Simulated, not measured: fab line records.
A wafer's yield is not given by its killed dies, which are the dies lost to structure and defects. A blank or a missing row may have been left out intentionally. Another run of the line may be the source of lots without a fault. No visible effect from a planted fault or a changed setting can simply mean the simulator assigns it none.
fab line records	flow sky130
record lots=15	wafers=45	last_day=50
route steps=708 shown SD_P@330 SD_N@351 LI_CONTACT@365
lots with no fault: from the same line, run without faults
start_h: start of the lot's first displayed wafer, in hours after the record's first day	wait_h: hours since the lot's step before	" as in the row above	L1.1+2: several wafers, shown together as one row	- either no value or no given start	* or withheld: withheld	< > ~ a bound
route shown NAME@n: a module of which the file shows steps, and the number in the route of the first	usual: average and standard deviation across the fault-free wafers	same: alike in all rows	chamber/n: place in a boat	sites: per-site readings	_std_site: their standard deviation	_edge_site: mean of outer sites minus mean of inner sites	radius_mm: how far each site lies from the wafer's centre	mask NAME#n: copy n	behind: tool/chamber where the wafer was last shaped	hold: reason for holding the lot/hours on hold/outcome of the hold	device: which transistor (n, p or np) failed to switch	end of line: the route-end tests of the same wafers	a step given without rows: its recipe and nothing more	killed: dies lost to structure and defects at the first sort, not the wafer's yield	map: per-die view of a wafer (x killed, . not killed, _ where there is no die)
set.NAME: setting as actually run; set.NAME@STEP: the setting as run at that earlier step	model.NAME: the simulator's own value behind a step, which no gauge read
route steps across a sampled set of lots; one table per step, one row per wafer
services: a tool's chamber out of use, with start hour (start_h, from the record's first day; less than 0 if before it), hours out, and reason
## steps
# step SKY_SD_P_STRIP_10
# recipe chemistry=O2/N2	power_w=1400	pressure_mtorr=1500	platen_temp_c=withheld	o2_flow_sccm=3000	n2_flow_sccm=300	overash_fraction=0.5
# usual drypump_motor_current_A=5.6/0.53	oes_product_au=0.618/0.0044	strip_time_to_endpoint_s=17.48/0.039
lot.wafer	tool	chamber	start_h	wait_h	drypump_motor_current_A	oes_product_au	rf_hours_counter_h	strip_time_to_endpoint_s
L223.2	plasma_asher-02	1	593.41	0.1	5.1	0.615	78	17.48
L223.3	"	1	"	"	5.1	0.624	-	17.47
L223.6	"	0	"	"	5.3	0.612	-	17.49
L225.4	plasma_asher-03	1	607.20	0.1	5.3	0.609	-	17.48
L225.5	"	1	"	"	5.3	0.613	-	17.48
L225.6	"	0	"	"	5.6	0.622	-	17.45
L227.1	plasma_asher-02	0	625.61	0.1	5.3	0.618	82	17.51
L227.4	"	0	"	"	5.3	0.617	-	17.49
L227.6	"	0	"	"	5.3	0.621	-	17.52
L230.1	plasma_asher-02	0	658.56	0.1	5.2	0.620	86	17.52
L230.2	"	1	"	"	5.1	0.616	86	17.54
L230.3	"	0	"	"	5.3	0.618	-	17.46
L231.2	plasma_asher-01	1	668.36	0.1	5.8	0.616	56	17.52
L231.3	"	0	"	"	6.8	0.626	-	17.46
L231.5	"	0	"	"	6.7	0.615	-	17.50
L234.3	plasma_asher-02	1	680.25	0.1	5.1	0.613	-	17.56
L234.4	"	0	"	"	5.3	0.619	-	17.48
L234.6	"	0	"	"	5.3	0.614	-	17.50
L235.1	plasma_asher-03	1	699.24	0.1	5.3	0.619	32	17.50
L235.4	"	0	"	"	5.6	0.624	-	17.47
L235.6	"	1	"	"	5.3	0.623	-	17.48
L236.3	plasma_asher-02	0	707.35	0.1	5.3	0.619	-	17.51
L236.5	"	0	"	"	5.3	0.614	-	17.49
L236.6	"	1	"	"	5.1	0.615	-	17.51
L237.1	plasma_asher-01	0	709.96	0.1	6.8	0.617	60	17.48
L237.5	"	1	"	"	5.8	0.613	-	17.48
L237.6	"	0	"	"	6.7	0.624	-	17.49
L238.1	plasma_asher-03	0	719.11	0.1	5.6	0.615	34	17.53
L238.2	"	1	"	"	5.3	0.618	34	17.54
L238.4	"	0	"	"	5.6	0.610	-	17.55
L239.2	plasma_asher-01	0	730.86	0.1	6.7	0.619	62	17.47
L239.3	"	0	"	"	6.7	0.619	-	17.49
L239.5	"	1	"	"	5.8	0.621	-	17.48
L243.3	plasma_asher-03	0	763.11	0.1	5.6	0.620	-	17.51
L243.4	"	1	"	"	5.3	0.617	-	17.49
L243.5	"	1	"	"	5.3	0.612	-	17.47
L244.3	plasma_asher-03	1	765.65	0.1	5.2	0.628	-	17.53
L244.4	"	0	"	"	5.6	0.625	-	17.46
L244.6	"	1	"	"	5.3	0.615	-	17.50
L246.2	plasma_asher-03	1	769.21	0.1	5.3	0.612	40	17.43
L246.3	"	1	"	"	5.2	0.619	-	17.38
L246.5	"	0	"	"	5.6	0.618	-	17.43
L245.2	plasma_asher-02	1	773.71	0.1	5.1	0.613	97	17.46
L245.5	"	1	"	"	5.1	0.618	-	17.48
L245.6	"	0	"	"	5.3	0.613	-	17.45
# step SKY_SD_N_IMPLANT_09
# recipe species=As	energy_kev=50	dose_cm2=4e+15	tilt_deg=0
# usual beam_energy_keV=49.998/0.017	beam_on_s=17.9/0.55
lot.wafer	tool	chamber	start_h	wait_h	beam_energy_keV	beam_on_s
L223.2	implanter-04	0	651.14	0.0	49.989	17.5
L223.3	"	0	"	"	49.986	17.6
L223.6	"	0	"	"	50.000	17.6
L225.4	implanter-01	0	664.46	0.1	49.983	18.9
L225.5	"	0	"	"	49.992	18.1
L225.6	"	0	"	"	50.002	17.9
L227.1	implanter-01	0	683.36	0.0	49.990	19.0
L227.4	"	0	"	"	50.004	18.3
L227.6	"	0	"	"	49.996	17.6
L230.1	implanter-01	0	714.06	0.0	50.004	18.1
L230.2	"	0	"	"	49.962	18.3
L230.3	"	0	"	"	49.997	18.5
L231.2	implanter-04	0	725.04	0.0	50.002	16.9
L231.3	"	0	"	"	49.991	17.2
L231.5	"	0	"	"	49.970	17.3
L234.3	implanter-03	0	736.36	0.1	49.978	17.6
L234.4	"	0	"	"	49.971	17.6
L234.6	"	0	"	"	49.987	18.0
L235.1	implanter-01	-	753.65	0.0	-	-
L235.4	"	-	"	"	-	-
L235.6	"	-	"	"	-	-
L236.3	implanter-03	-	763.08	0.1	-	-
L236.5	"	-	"	"	-	-
L236.6	"	-	"	"	-	-
L237.1	implanter-01	-	763.81	0.0	-	-
L237.5	"	-	"	"	-	-
L237.6	"	-	"	"	-	-
L238.1	implanter-03	0	773.26	0.0	50.041	18.6
L238.2	"	0	"	"	50.026	18.0
L238.4	"	0	"	"	50.020	17.9
L239.2	implanter-03	0	785.34	0.0	49.990	17.8
L239.3	"	0	"	"	50.014	18.0
L239.5	"	0	"	"	49.997	17.9
L243.3	implanter-01	0	816.01	0.1	50.026	18.0
L243.4	"	0	"	"	50.032	18.1
L243.5	"	0	"	"	50.023	17.9
L244.3	implanter-04	0	818.51	0.1	50.001	17.0
L244.4	"	0	"	"	49.982	16.8
L244.6	"	0	"	"	49.992	17.5
L246.2	implanter-03	0	822.44	0.0	50.005	17.7
L246.3	"	0	"	"	50.005	17.4
L246.5	"	0	"	"	49.992	18.1
L245.2	implanter-01	0	826.59	0.0	49.977	18.4
L245.5	"	0	"	"	50.004	18.4
L245.6	"	0	"	"	49.966	18.3
# step SKY_SD_N_STRIP_11
# recipe chemistry=O2/N2	power_w=1400	pressure_mtorr=1500	platen_temp_c=withheld	o2_flow_sccm=3000	n2_flow_sccm=300	overash_fraction=0.5
# usual drypump_motor_current_A=5.8/0.51	oes_product_au=0.526/0.0043	strip_time_to_endpoint_s=22.52/0.038
lot.wafer	tool	chamber	start_h	wait_h	drypump_motor_current_A	oes_product_au	rf_hours_counter_h	strip_time_to_endpoint_s
L223.2	plasma_asher-03	0	651.41	0.1	5.6	0.526	28	22.55
L223.3	"	1	"	"	5.3	0.520	-	22.59
L223.6	"	1	"	"	5.3	0.526	-	22.56
L225.4	plasma_asher-03	1	664.71	0.1	5.3	0.530	-	22.47
L225.5	"	0	"	"	5.6	0.521	-	22.50
L225.6	"	1	"	"	5.3	0.535	-	22.48
L227.1	plasma_asher-03	1	683.66	0.1	5.3	0.526	31	22.56
L227.4	"	1	"	"	5.3	0.523	-	22.55
L227.6	"	0	"	"	5.6	0.523	-	22.52
L230.1	plasma_asher-01	1	714.36	0.1	5.8	0.525	61	22.56
L230.2	"	0	"	"	6.8	0.515	61	22.48
L230.3	"	1	"	"	5.8	0.523	-	22.50
L231.2	plasma_asher-04	0	725.31	0.1	5.7	0.528	90	22.54
L231.3	"	0	"	"	5.7	0.528	-	22.56
L231.5	"	1	"	"	6.1	0.526	-	22.57
L234.3	plasma_asher-01	0	736.64	0.1	6.8	0.531	-	22.52
L234.4	"	1	"	"	5.8	0.525	-	22.52
L234.6	"	0	"	"	6.8	0.520	-	22.58
L235.1	plasma_asher-03	1	753.95	0.1	5.3	0.720	38	14.17
L235.4	"	1	"	"	5.3	0.717	-	14.22
L235.6	"	0	"	"	5.6	0.714	-	14.22
L236.3	plasma_asher-04	1	763.36	0.1	6.1	0.722	-	14.08
L236.5	"	1	"	"	6.1	0.716	-	14.17
L236.6	"	0	"	"	5.7	0.712	-	14.15
L237.1	plasma_asher-01	0	764.11	0.1	6.8	0.714	66	14.17
L237.5	"	0	"	"	6.8	0.710	-	14.15
L237.6	"	1	"	"	5.8	0.717	-	14.16
L238.1	plasma_asher-03	0	773.56	0.1	5.6	0.520	40	22.54
L238.2	"	1	"	"	5.3	0.520	40	22.57
L238.4	"	0	"	"	5.6	0.526	-	22.58
L239.2	plasma_asher-03	0	785.61	0.1	5.6	0.525	42	22.45
L239.3	"	0	"	"	5.6	0.524	-	22.53
L239.5	"	1	"	"	5.3	0.530	-	22.52
L243.3	plasma_asher-01	1	816.29	0.1	5.8	0.529	-	22.56
L243.4	"	0	"	"	6.7	0.533	-	22.51
L243.5	"	1	"	"	5.8	0.527	-	22.56
L244.3	plasma_asher-01	1	818.80	0.1	5.8	0.524	-	22.48
L244.4	"	0	"	"	6.7	0.530	-	22.48
L244.6	"	1	"	"	5.8	0.523	-	22.51
L246.2	plasma_asher-01	1	822.71	0.1	5.8	0.520	73	22.40
L246.3	"	1	"	"	5.8	0.526	-	22.47
L246.5	"	1	"	"	5.8	0.524	-	22.43
L245.2	plasma_asher-04	1	826.86	0.1	6.1	0.517	3	22.50
L245.5	"	0	"	"	5.7	0.527	-	22.51
L245.6	"	1	"	"	6.1	0.517	-	22.53
# step SKY_SD_N_TW_MEAS_12
# usual SD_N_TW=3968/26
lot.wafer	tool	chamber	start_h	wait_h	SD_N_TW
L223.2	film_metro-04	-	651.52	0.1	3936
L223.3	"	-	"	"	3942
L223.6	"	-	"	"	3941
L225.4	film_metro-02	-	664.81	0.1	3991
L225.5	"	-	"	"	3960
L225.6	"	-	"	"	3967
L227.1	film_metro-02	-	683.76	0.1	3986
L227.4	"	-	"	"	3997
L227.6	"	-	"	"	3994
L230.1	film_metro-04	-	714.46	0.1	3972
L230.2	"	-	"	"	3953
L230.3	"	-	"	"	3976
L231.2	film_metro-04	-	725.42	0.1	3964
L231.3	"	-	"	"	3923
L231.5	"	-	"	"	3944
L234.3	film_metro-04	-	736.73	0.1	3925
L234.4	"	-	"	"	3936
L234.6	"	-	"	"	3940
L235.1	film_metro-04	-	754.05	0.1	1381
L235.4	"	-	"	"	1374
L235.6	"	-	"	"	1381
L236.3	film_metro-02	-	763.45	0.1	1384
L236.5	"	-	"	"	1393
L236.6	"	-	"	"	1381
L237.1	film_metro-02	-	764.21	0.1	1390
L237.5	"	-	"	"	1386
L237.6	"	-	"	"	1391
L238.1	film_metro-03	-	773.66	0.1	4004
L238.2	"	-	"	"	3988
L238.4	"	-	"	"	3982
L239.2	film_metro-04	-	785.72	0.1	3960
L239.3	"	-	"	"	3965
L239.5	"	-	"	"	3950
L243.3	film_metro-02	-	816.38	0.1	3952
L243.4	"	-	"	"	3960
L243.5	"	-	"	"	3981
L244.3	film_metro-04	-	818.88	0.1	3932
L244.4	"	-	"	"	3952
L244.6	"	-	"	"	3974
L246.2	film_metro-02	-	822.82	0.1	3995
L246.3	"	-	"	"	3974
L246.5	"	-	"	"	3997
L245.2	film_metro-04	-	826.97	0.1	3940
L245.5	"	-	"	"	3962
L245.6	"	-	"	"	3949
# step SKY_SD_N_RS_MEAS_16
# recipe thk_meas_gauge=four-point-probe
# usual SD_N_RS=68.58/0.13
lot.wafer	tool	chamber	start_h	wait_h	SD_N_RS[ohm/sq]
L223.2	film_metro-03	-	651.82	0.1	68.44
L223.3	"	-	"	"	68.53
L223.6	"	-	"	"	68.47
L225.4	film_metro-04	-	665.12	0.1	68.49
L225.5	"	-	"	"	68.48
L225.6	"	-	"	"	68.68
L227.1	film_metro-02	-	684.05	0.1	68.65
L227.4	"	-	"	"	68.51
L227.6	"	-	"	"	68.59
L230.1	film_metro-02	-	714.74	0.1	68.84
L230.2	"	-	"	"	68.97
L230.3	"	-	"	"	68.65
L231.2	film_metro-03	-	725.72	0.1	68.34
L231.3	"	-	"	"	68.57
L231.5	"	-	"	"	68.40
L234.3	film_metro-02	-	737.03	0.1	68.55
L234.4	"	-	"	"	68.44
L234.6	"	-	"	"	68.63
L235.1	film_metro-02	-	754.33	0.1	443.81
L235.4	"	-	"	"	442.79
L235.6	"	-	"	"	444.65
L236.3	film_metro-02	-	763.75	0.1	442.81
L236.5	"	-	"	"	440.93
L236.6	"	-	"	"	441.20
L237.1	film_metro-03	-	764.50	0.1	440.14
L237.5	"	-	"	"	441.15
L237.6	"	-	"	"	440.89
L238.1	film_metro-04	-	773.95	0.1	68.58
L238.2	"	-	"	"	68.50
L238.4	"	-	"	"	68.40
L239.2	film_metro-03	-	786.02	0.1	68.64
L239.3	"	-	"	"	68.56
L239.5	"	-	"	"	68.43
L243.3	film_metro-04	-	816.69	0.1	68.39
L243.4	"	-	"	"	68.40
L243.5	"	-	"	"	68.30
L244.3	film_metro-04	-	819.19	0.1	68.41
L244.4	"	-	"	"	68.72
L244.6	"	-	"	"	68.65
L246.2	film_metro-04	-	823.11	0.1	68.65
L246.3	"	-	"	"	68.63
L246.5	"	-	"	"	68.50
L245.2	film_metro-02	-	827.27	0.1	68.80
L245.5	"	-	"	"	68.66
L245.6	"	-	"	"	68.73
# step SKY_SD_N_RS_MEAS_17
# recipe thk_meas_gauge=four-point-probe
# usual SD_P_RS=147.1/0.45
lot.wafer	tool	chamber	start_h	wait_h	SD_P_RS[ohm/sq]
L223.2	film_metro-03	-	651.94	0.1	146.8
L223.3	"	-	"	"	147.0
L223.6	"	-	"	"	147.1
L225.4	film_metro-04	-	665.24	0.1	146.9
L225.5	"	-	"	"	146.8
L225.6	"	-	"	"	146.8
L227.1	film_metro-02	-	684.17	0.1	147.5
L227.4	"	-	"	"	147.4
L227.6	"	-	"	"	147.4
L230.1	film_metro-02	-	714.86	0.1	147.2
L230.2	"	-	"	"	147.9
L230.3	"	-	"	"	147.5
L231.2	film_metro-03	-	725.84	0.1	146.6
L231.3	"	-	"	"	147.0
L231.5	"	-	"	"	146.8
L234.3	film_metro-02	-	737.15	0.1	146.7
L234.4	"	-	"	"	146.5
L234.6	"	-	"	"	146.9
L238.1	film_metro-04	-	774.07	0.1	147.0
L238.2	"	-	"	"	146.9
L238.4	"	-	"	"	147.0
L239.2	film_metro-03	-	786.14	0.1	146.6
L239.3	"	-	"	"	147.0
L239.5	"	-	"	"	146.8
L243.3	film_metro-04	-	816.81	0.1	146.0
L243.4	"	-	"	"	146.2
L243.5	"	-	"	"	146.5
L244.3	film_metro-04	-	819.31	0.1	147.0
L244.4	"	-	"	"	146.5
L244.6	"	-	"	"	147.2
L246.2	film_metro-04	-	823.23	0.1	147.1
L246.3	"	-	"	"	147.3
L246.5	"	-	"	"	147.1
L245.2	film_metro-02	-	827.39	0.1	147.6
L245.5	"	-	"	"	147.2
L245.6	"	-	"	"	147.5
# step SKY_LI_CONTACT_BOW_MEAS_03
# recipe mode=bow
# usual LI_CONTACT_BOW=55/7.2
lot.wafer	tool	chamber	start_h	wait_h	LI_CONTACT_BOW[um]
L223.2	film_metro-03	-	652.66	0.3	49
L223.3	"	-	"	"	57
L223.6	"	-	"	"	49
L225.4	film_metro-02	-	665.96	0.2	74
L225.5	"	-	"	"	50
L225.6	"	-	"	"	59
L227.1	film_metro-04	-	684.89	0.1	43
L227.4	"	-	"	"	61
L227.6	"	-	"	"	51
L230.1	film_metro-04	-	715.58	0.2	47
L230.2	"	-	"	"	53
L230.3	"	-	"	"	56
L231.2	film_metro-04	-	726.56	0.1	65
L231.3	"	-	"	"	57
L231.5	"	-	"	"	53
L234.3	film_metro-02	-	737.87	0.1	58
L234.4	"	-	"	"	67
L234.6	"	-	"	"	56
L238.1	film_metro-04	-	774.79	0.1	48
L238.2	"	-	"	"	51
L238.4	"	-	"	"	42
L239.2	film_metro-03	-	786.86	0.3	51
L239.3	"	-	"	"	56
L239.5	"	-	"	"	48
L243.3	film_metro-04	-	817.55	0.2	38
L243.4	"	-	"	"	48
L243.5	"	-	"	"	69
L244.3	film_metro-02	-	820.03	0.2	59
L244.4	"	-	"	"	52
L244.6	"	-	"	"	46
L246.2	film_metro-02	-	824.06	0.2	44
L246.3	"	-	"	"	48
L246.5	"	-	"	"	48
L245.2	film_metro-03	-	828.11	0.1	60
L245.5	"	-	"	"	52
L245.6	"	-	"	"	68
## services
tool	chamber	start_h	hours	kind
plasma_asher-02	-	577.61	15.6	pm
implanter-01	-	582.34	4.0	pm
implanter-03	-	583.85	6.0	repair
implanter-03	-	590.25	5.2	pm
implanter-03	-	599.04	5.8	repair
plasma_asher-01	-	615.14	4.3	pm
implanter-03	-	635.88	1.2	repair
plasma_asher-04	-	642.61	2.4	repair
implanter-01	-	655.54	8.8	repair
implanter-03	-	665.81	4.2	repair
implanter-04	-	671.37	1.6	repair
implanter-04	-	672.57	7.1	repair
implanter-03	-	674.80	4.3	repair
implanter-04	-	690.95	5.3	pm
implanter-03	-	707.61	3.3	pm
implanter-03	-	729.66	1.8	repair
plasma_asher-04	-	733.75	9.0	pm
plasma_asher-04	0	733.75	9.0	vent_cycle
plasma_asher-02	-	743.40	3.0	repair
plasma_asher-04	-	765.51	37.2	repair
plasma_asher-04	-	775.08	2.7	repair
implanter-01	-	794.10	12.4	repair
plasma_asher-04	-	802.75	14.6	pm
implanter-04	-	825.81	28.4	pm
## key
first_sign step=SKY_SD_N_IMPLANT_09	reading=tool_record	direction=missing
effect step=SKY_SD_N_STRIP_11	reading=strip_time_to_endpoint_s	direction=down	sigmas=99+	usual=*	struck=*
effect step=SKY_SD_N_TW_MEAS_12	reading=SD_N_TW	direction=down	sigmas=99+	usual=3968	struck=1384
effect step=SKY_SD_N_RS_MEAS_16	reading=SD_N_RS	direction=up	sigmas=99+	usual=68.58	struck=442.04
met_at SKY_SD_N_IMPLANT_09
struck_lots L235,L236,L237
later_rows_left_out L235.1,L235.4,L235.6,L236.3,L236.5,L236.6,L237.1,L237.5,L237.6
sort_left_out L235.1,L235.4,L235.6,L236.3,L236.5,L236.6,L237.1,L237.5,L237.6
tester_left_out L235,L236,L237
not_acting_at SKY_SD_P_STRIP_10,SKY_SD_N_RS_MEAS_17,SKY_LI_CONTACT_BOW_MEAS_03
onset_between 736.36 753.65
fault kind=skipped_step_whole	tool=implanter-01,implanter-03	chamber=-	onset_h=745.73	steps=SKY_SD_N_IMPLANT_09	scope=struck_lots_only
# tester_left_out: of these lots the tester's yield and bins aren't shown, on N5 and GAA mostly nor the transistor test; their killed dies are dies lost to structure and defects alone, not to doping, threshold or leakage, so they don't give the yield
# sort_left_out: the simulated sort isn't trusted on such a fault, so these wafers' sort isn't shown, and their yield isn't known
# later_rows_left_out: the simulator's readings of these wafers behind a module that went badly wrong aren't trusted and aren't shown, but for the sort
